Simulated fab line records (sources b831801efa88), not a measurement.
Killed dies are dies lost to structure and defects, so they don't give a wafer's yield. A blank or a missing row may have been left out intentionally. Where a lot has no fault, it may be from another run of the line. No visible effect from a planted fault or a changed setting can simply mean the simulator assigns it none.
What tool caused it? :: flow sky130 :: 39 wafers from 13 lots sampled at 2 of the route's 708 steps

WHAT THE GAUGES SHOWED, per wafer
SKY_VIA1_CD_MEAS_12 targets a cd of 150 nm.
lot: L936
measured: day 34 17:44
on: cdSem-02
cdNm (nm): 150.9 151.9 151.2

lot: L937
measured: day 35 01:58
on: cdSem-02
cdNm (nm): 149.7 149.9 149.2

lot: L939
measured: day 35 14:43
on: cdSem-02
cdNm (nm): 150.6 149.7 149.9

lot: L940
measured: day 35 18:26
on: cdSem-01
cdNm (nm): 150.1 149.0 150.0

lot: L941
measured: day 35 21:22
on: cdSem-01
cdNm (nm): 150.4 150.6 149.4

lot: L942
measured: day 36 08:04
on: cdSem-01
cdNm (nm): 149.3 150.6 149.5

lot: L943
measured: day 36 11:58
on: cdSem-01
cdNm (nm): 149.6 150.7 148.6

lot: L944
measured: day 37 00:39
on: cdSem-02
cdNm (nm): 149.0 147.9 149.8

lot: L946
measured: day 37 13:29
on: cdSem-02
cdNm (nm): 149.4 150.4 149.2

lot: L951
measured: day 38 21:18
on: cdSem-02
cdNm (nm): 151.5 150.6 149.5

lot: L952
measured: day 39 08:54
on: cdSem-02
cdNm (nm): 150.2 150.9 148.8

lot: L954
measured: day 39 14:22
on: cdSem-02
cdNm (nm): 146.5 147.0 148.7

lot: L955
measured: day 40 01:49
on: cdSem-02
cdNm (nm): 149.2 150.5 150.4

WHICH TOOL RAN EACH LOT (tool, then ch and the chambers of the sampled wafers, then the start)
lot: L936
SKY_LDD_N_IMPLANT_10: implanter-01 ch 0, day 18 15:58

lot: L937
SKY_LDD_N_IMPLANT_10: implanter-04 ch 0, day 18 21:26

lot: L939
SKY_LDD_N_IMPLANT_10: implanter-04 ch 0, day 19 14:06

lot: L940
SKY_LDD_N_IMPLANT_10: implanter-02 ch 0, day 19 20:17

lot: L941
SKY_LDD_N_IMPLANT_10: implanter-01 ch 0, day 19 23:26

lot: L942
SKY_LDD_N_IMPLANT_10: implanter-01 ch 0, day 20 11:58

lot: L943
SKY_LDD_N_IMPLANT_10: implanter-01 ch 0, day 20 17:00

lot: L944
SKY_LDD_N_IMPLANT_10: implanter-01 ch 0, day 21 06:44

lot: L946
SKY_LDD_N_IMPLANT_10: implanter-01 ch 0, day 21 19:25

lot: L951
SKY_LDD_N_IMPLANT_10: implanter-01 ch 0, day 23 11:43

lot: L952
SKY_LDD_N_IMPLANT_10: implanter-04 ch 0, day 24 01:48

lot: L954
SKY_LDD_N_IMPLANT_10: implanter-04 ch 0, day 24 09:47

lot: L955
SKY_LDD_N_IMPLANT_10: implanter-02 ch 0, day 24 20:52
- SKY_LDD_N_IMPLANT_10

WHAT THE TOOLS THEMSELVES READ (means of the sampled wafers that have a number; where no wafer has one, the mark that the record gives instead)
SKY_LDD_N_IMPLANT_10.
lot: L936
tool: implanter-01
doseIonsCm2: 7.501e+13
faradayCurrentUA: 431

lot: L937
tool: implanter-04
doseIonsCm2: 7.499e+13
faradayCurrentUA: 426

lot: L939
tool: implanter-04
doseIonsCm2: 7.487e+13
faradayCurrentUA: 411

lot: L940
tool: implanter-02
doseIonsCm2: 7.499e+13
faradayCurrentUA: 421

lot: L941
tool: implanter-01
doseIonsCm2: 7.503e+13
faradayCurrentUA: 425

lot: L942
tool: implanter-01
doseIonsCm2: 7.496e+13
faradayCurrentUA: 419

lot: L943
tool: implanter-01
doseIonsCm2: 7.491e+13
faradayCurrentUA: 433

lot: L944
tool: implanter-01
doseIonsCm2: 7.496e+13
faradayCurrentUA: 429

lot: L946
tool: implanter-01
doseIonsCm2: 7.495e+13
faradayCurrentUA: 430

lot: L951
tool: implanter-01
doseIonsCm2: 7.503e+13
faradayCurrentUA: 427

lot: L952
tool: implanter-04
doseIonsCm2: 6.818e+13
faradayCurrentUA: 387

lot: L954
tool: implanter-04
doseIonsCm2: 6.821e+13
faradayCurrentUA: 384

lot: L955
tool: implanter-02
doseIonsCm2: 7.494e+13
faradayCurrentUA: 423

THE ANSWER, worked out from the rows above alone
Rule: usual is defined by the lots themselves. The widest of any qualifying gaps counts: lots, ordered by their means at a reading, are off when they make up no more than a third of the lots, leave a main group of 4 or more, and stand apart from it by 3 or more times the standard deviation of that group's means. A main group is skipped when, at the precision printed for the reading in the tables above, its means are all equal. A lot without any number at a reading at which 4 lots or more have one is off too. Any other lot the step has rows for is counted as sound. Order of review: gauges by route order, followed by the tools' own readings, for which a lot's mean as printed above is used. At the first step where some lot is off, the reading lying furthest off is the one used; lots without a number count as furthest.
Off at SKY_LDD_N_IMPLANT_10 (doseIonsCm2): L952, L954. For the main group the mean is 7.497e+13 and the standard deviation 4.7e+10.
A tool fits if, at that step or a process step before it, it ran every lot that is off, and no sound lot after the first of them. One fits: implanter-04 at SKY_LDD_N_IMPLANT_10. Its last sound lot is L939 (day 19 14:06), its first lot that is off L952 (day 24 01:48): a fault that began between those two fits.
The tool's own readings at SKY_LDD_N_IMPLANT_10 bear it out: on the lots that are off they differ by more than 5 times the standard deviation of the sound lots' means. doseIonsCm2 reads 6.820e+13 there against 7.497e+13 on the sound lots; faradayCurrentUA reads 386 there against 425 on the sound lots.

WHAT THE SIMULATOR HAD PUT IN
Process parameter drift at SKY_LDD_N_IMPLANT_10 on implanter-04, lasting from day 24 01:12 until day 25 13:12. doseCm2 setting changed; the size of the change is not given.
Shown lots that were struck: L952, L954. The rule given above showed the same thing.
